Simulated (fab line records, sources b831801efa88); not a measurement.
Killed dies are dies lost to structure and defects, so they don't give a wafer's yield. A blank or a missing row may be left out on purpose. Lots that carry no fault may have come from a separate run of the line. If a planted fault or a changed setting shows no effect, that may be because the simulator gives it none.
fab line records | flow gf180mcu | part 2 of 2: steps 29 to 42 of 42
record: lots: 5 wafers: 15 lastDay: 33
route steps=602 shown PSD@260 NSD@262 SAB@264 SALICIDE@278 CONTACT@287
lots that met no fault: taken from a fault-free run of the same line
startH: start of the lot's first displayed wafer, in hours after the record's first day | waitH: hours since the lot's step before | " unchanged from the row above | L1.1+2: a single row standing in for several wafers | - no value, or no start given | * or withheld: withheld | < > ~ a bound
route shown NAME@n: a module of which the file shows steps, and the number in the route of the first | usual: mean and standard deviation over wafers with no fault | same: alike in all rows | chamber/n: place in a boat | sites: each site's reading | _std_site: the standard deviation of these | _edge_site: mean of outer sites minus mean of inner sites | radiusMm: for every site, how far away it sits from the centre of the wafer | mask NAME#n: copy n | behind: the most recent tool/chamber to have shaped the wafer | hold: the reason the lot was held/the length of the hold in hours/how it ended | device: whichever transistor did not switch (one of n, p or np) | end of line: tests run on the same wafers once the route is complete | for a step that has no rows: nothing shown but its recipe | killed: the dies lost at the first sort to structure and to defects; this is not the yield of the wafer | map: shows each die of a wafer: x if killed, . if not, _ if none is there
set.NAME: the run value of the setting; set.NAME@STEP: its run value at that earlier step | model.NAME: the simulator's own value behind a step, which no gauge read
lots at selected steps of the route; one table per step, one row per wafer
services: a tool's chamber out of use, with start hour (startH, from the record's first day; less than 0 if before it), hours out, and reason
== steps ==
step: GF_CONTACT_THK_MEAS_01
recipe: reads: SiO2_of_CONTACT_CVD_00
usual: CONTACT_CVD_00_THK: 303/3.8
columns lot.wafer tool chamber startH waitH CONTACT_CVD_00_THK[nm]
L075.1 filmMetro-01 - 347.53 0.0 307
L075.2 " - " " 300
L075.5 " - " " 308
L076.1 filmMetro-01 - 355.53 0.0 308
L076.4 " - " " 304
L076.5 " - " " 309
L077.3 filmMetro-03 - 374.56 0.0 301
L077.4 " - " " 297
L077.6 " - " " 300
L085.1 filmMetro-02 - 433.92 0.0 303
L085.4 " - " " 301
L085.6 " - " " 299
L091.1 filmMetro-01 - 488.08 0.0 301
L091.2 " - " " 294
L091.5 " - " " 294
step: GF_CONTACT_CVD_02
recipe: material: SiO2 targetThkNm: 860 precursor: TEOS tempC: 400 timeS: 95.992 rfW: 600
usual: heaterPowerW: 707/85
columns lot.wafer tool chamber startH waitH heaterPowerW sinceWetCleanH
L075.1 pecvd-01 0 347.59 0.1 685 589
L075.2 " 2 " " 765 589
L075.5 " 1 " " 796 -
L076.1 pecvd-03 1 355.59 0.1 662 389
L076.4 " 0 " " 594 -
L076.5 " 2 " " 737 -
L077.3 pecvd-03 2 374.60 0.0 748 408
L077.4 " 1 " " 685 -
L077.6 " 0 " " 512 -
L085.1 pecvd-01 2 433.98 0.1 647 676
L085.4 " 2 " " 713 -
L085.6 " 1 " " 705 -
L091.1 pecvd-03 2 488.14 0.1 740 522
L091.2 " 1 " " 622 522
L091.5 " 1 " " 682 -
step: GF_CONTACT_THK_MEAS_03
recipe: reads: SiO2_of_CONTACT_CVD_02
usual: CONTACT_CVD_02_THK: 863/11
columns lot.wafer tool chamber startH waitH CONTACT_CVD_02_THK[nm]
L075.1 filmMetro-03 - 347.66 0.0 875
L075.2 " - " " 874
L075.5 " - " " 866
L076.1 filmMetro-02 - 355.66 0.0 869
L076.4 " - " " 859
L076.5 " - " " 881
L077.3 filmMetro-01 - 374.69 0.1 859
L077.4 " - " " 868
L077.6 " - " " 861
L085.1 filmMetro-03 - 434.05 0.0 859
L085.4 " - " " 869
L085.6 " - " " 874
L091.1 filmMetro-02 - 488.21 0.0 855
L091.2 " - " " 866
L091.5 " - " " 878
step: GF_CONTACT_CMP_04
recipe: material: SiO2 downForcePsi: 4 platenRpm: 60 padVelocityMS: 0.94248
usual: motorCurrentA: 11.5/1.2 timeToEndpointS: 114/7.5
columns lot.wafer tool chamber startH waitH motorCurrentA timeToEndpointS
L075.2 cmp-01 0 347.72 0.0 10.1 105
L075.1 " 2 " " 12.8 116
L075.5 " 0 " " 10.1 105
L076.1 cmp-02 1 355.72 0.1 13.1 127
L076.4 " 0 " " 11.7 108
L076.5 " 1 " " 13.2 127
L077.3 cmp-01 3 374.73 0.0 11.1 105
L077.4 " 2 " " 12.0 116
L077.6 " 3 " " 12.0 104
L085.4 cmp-01 1 434.11 0.0 11.1 119
L085.1 " 3 " " 11.2 106
L085.6 " 1 " " 11.4 123
L091.1 cmp-01 0 488.37 0.1 9.7 107
L091.2 " 1 " " 11.2 120
L091.5 " 3 " " 11.6 117
step: GF_CONTACT_BOW_MEAS_05
recipe: mode: bow
usual: CONTACT_BOW: 65/6.8
columns lot.wafer tool chamber startH waitH CONTACT_BOW[um]
L075.1 filmMetro-03 - 348.02 0.1 65
L075.2 " - " " 62
L075.5 " - " " 57
L076.1 filmMetro-02 - 356.02 0.2 65
L076.4 " - " " 65
L076.5 " - " " 68
L077.3 filmMetro-01 - 375.07 0.3 75
L077.4 " - " " 82
L077.6 " - " " 68
L085.1 filmMetro-01 - 434.41 0.1 69
L085.4 " - " " 60
L085.6 " - " " 56
L091.1 filmMetro-03 - 488.57 0.1 63
L091.2 " - " " 68
L091.5 " - " " 69
step: GF_CONTACT_DEHYDRATE_06
recipe: tempC: 200 timeS: 60
columns lot.wafer tool chamber startH waitH
L075.1+2+5 lithoTrack-03 0 357.92 9.9
L076.1+4+5 lithoTrack-03 0 366.67 10.6
L077.3+4+6 lithoTrack-04 0 385.48 10.4
L085.1+4+6 lithoTrack-01 0 446.29 11.9
L091.1+2+5 lithoTrack-03 0 500.51 11.9
step: GF_CONTACT_HMDS_07
recipe: primeTimeS: 60 primeTempC: 120
columns lot.wafer tool chamber startH waitH
L075.1+2+5 lithoTrack-03 0 358.07 0.1
L076.1+4+5 lithoTrack-03 0 366.82 0.1
L077.3+4+6 lithoTrack-04 0 385.63 0.1
L085.1+4+6 lithoTrack-01 0 446.44 0.1
L091.1+2+5 lithoTrack-03 0 500.66 0.1
step: GF_CONTACT_COAT_08
recipe: resist: BARC tempC: withheld timeS: withheld spinRpm: withheld resistThkNm: withheld
columns lot.wafer tool chamber startH waitH
L075.1+2+5 lithoTrack-03 0 358.22 0.1
L076.1+4+5 lithoTrack-03 0 366.97 0.1
L077.3+4+6 lithoTrack-04 0 385.78 0.1
L085.1+4+6 lithoTrack-01 0 446.59 0.1
L091.1+2+5 lithoTrack-03 0 500.81 0.1
step: GF_CONTACT_COAT_09
recipe: resist: KrF spinRpm: withheld resistThkNm: 1000
columns lot.wafer tool chamber startH waitH
L075.1+2+5 lithoTrack-03 0 - -
L076.1+4+5 lithoTrack-03 0 - -
L077.3+4+6 lithoTrack-04 0 - -
L085.1+4+6 lithoTrack-01 0 - -
L091.1+2+5 lithoTrack-03 0 - -
step: GF_CONTACT_SOFTBAKE_10
recipe: tempC: 130 timeS: 60 resist: KrF
columns lot.wafer tool chamber startH waitH
L075.1+2+5 lithoTrack-03 0 - -
L076.1+4+5 lithoTrack-03 0 - -
L077.3+4+6 lithoTrack-04 0 - -
L085.1+4+6 lithoTrack-01 0 - -
L091.1+2+5 lithoTrack-03 0 - -
step: GF_CONTACT_EXPOSE_11
recipe: maskId: Contact targetCdNm: 220 na: 0.68 sourceShape: conventional sigmaOuter: 0.6 doseMj: 38
usual: exposureDoseMJCm2: 38.14/0.16
same: na: 0.68
columns lot.wafer tool chamber startH waitH mask exposureDoseMJCm2
L075.1 krfScanner-02 0 - - Contact#0 38.02
L075.2 " 0 " " Contact#0 38.02
L075.5 " 0 " " Contact#0 38.01
L076.1 krfScanner-02 0 - - Contact#0 37.95
L076.4 " 0 " " Contact#0 38.02
L076.5 " 0 " " Contact#0 38.02
L077.3 krfScanner-01 0 - - Contact#0 38.32
L077.4 " 0 " " Contact#0 38.32
L077.6 " 0 " " Contact#0 38.30
L085.1 krfScanner-02 0 - - Contact#0 37.93
L085.4 " 0 " " Contact#0 37.94
L085.6 " 0 " " Contact#0 37.95
L091.1 krfScanner-01 0 - - Contact#0 38.26
L091.2 " 0 " " Contact#0 38.24
L091.5 " 0 " " Contact#0 38.26
step: GF_CONTACT_PEB_12
recipe: pebTempC: 135 pebTimeS: 90 resist: KrF
columns lot.wafer tool chamber startH waitH
L075.1+2+5 lithoTrack-01 0 - -
L076.1+4+5 lithoTrack-03 0 - -
L077.3+4+6 lithoTrack-04 0 - -
L085.1+4+6 lithoTrack-01 0 - -
L091.1+2+5 lithoTrack-03 0 - -
step: GF_CONTACT_DEVELOP_13
recipe: developTimeS: 60 resist: KrF devTempC: 21
columns lot.wafer tool chamber startH waitH
L075.1+2+5 lithoTrack-01 0 369.59 0.2
L076.1+4+5 lithoTrack-03 0 378.07 0.2
L077.3+4+6 lithoTrack-04 0 397.98 0.1
L085.1+4+6 lithoTrack-01 0 458.64 0.2
L091.1+2+5 lithoTrack-03 0 512.46 0.2
step: GF_CONTACT_CD_MEAS_14
recipe: targetCdNm: 220
usual: cdNm: 219.6/1.6
columns lot.wafer tool chamber startH waitH cdNm
L075.1 cdSem-02 - 369.74 0.1 219.4
L075.2 " - " " 219.9
L075.5 " - " " 220.6
L076.1 cdSem-02 - 378.22 0.1 219.4
L076.4 " - " " 218.7
L076.5 " - " " 220.4
L077.3 cdSem-01 - 398.12 0.1 219.1
L077.4 " - " " 218.7
L077.6 " - " " 219.2
L085.1 cdSem-02 - 458.79 0.1 222.0
L085.4 " - " " 221.9
L085.6 " - " " 223.2
L091.1 cdSem-02 - 512.61 0.1 221.4
L091.2 " - " " 220.0
L091.5 " - " " 221.1
== services ==
columns tool chamber startH hours kind
cmp-01 - 316.87 5.3 pm
pecvd-03 0 325.44 13.6 repair
cmp-01 - 325.47 0.3 repair
krfScanner-02 - 337.47 1.3 pm
krfScanner-02 - 338.77 0.8 pm
plasmaAsher-03 - 345.01 2.8 pm
wetBench-02 - 349.78 2.1 repair
krfScanner-02 - 353.28 1.5 repair
wetBench-04 - 357.49 5.2 repair
cmp-01 - 371.17 0.4 repair
pecvd-02 0 387.89 4.1 repair
rieDiel-04 - 398.94 2.8 pm
cmp-01 - 408.88 1.8 repair
krfScanner-02 - 423.84 0.3 repair
ilineStepper-01 - 431.31 1.7 pm
hdpcvd-02 2 438.18 11.6 repair
pecvd-03 2 438.87 3.7 repair
krfScanner-02 - 453.10 1.0 pm
cmp-01 - 467.95 4.0 repair
cmp-01 - 469.20 4.4 repair
pvdSputter-03 - 485.76 4.1 repair
cmp-01 - 489.78 3.6 repair
rtpAnneal-01 - 499.65 3.7 pm
pecvd-02 - 503.18 1.0 repair
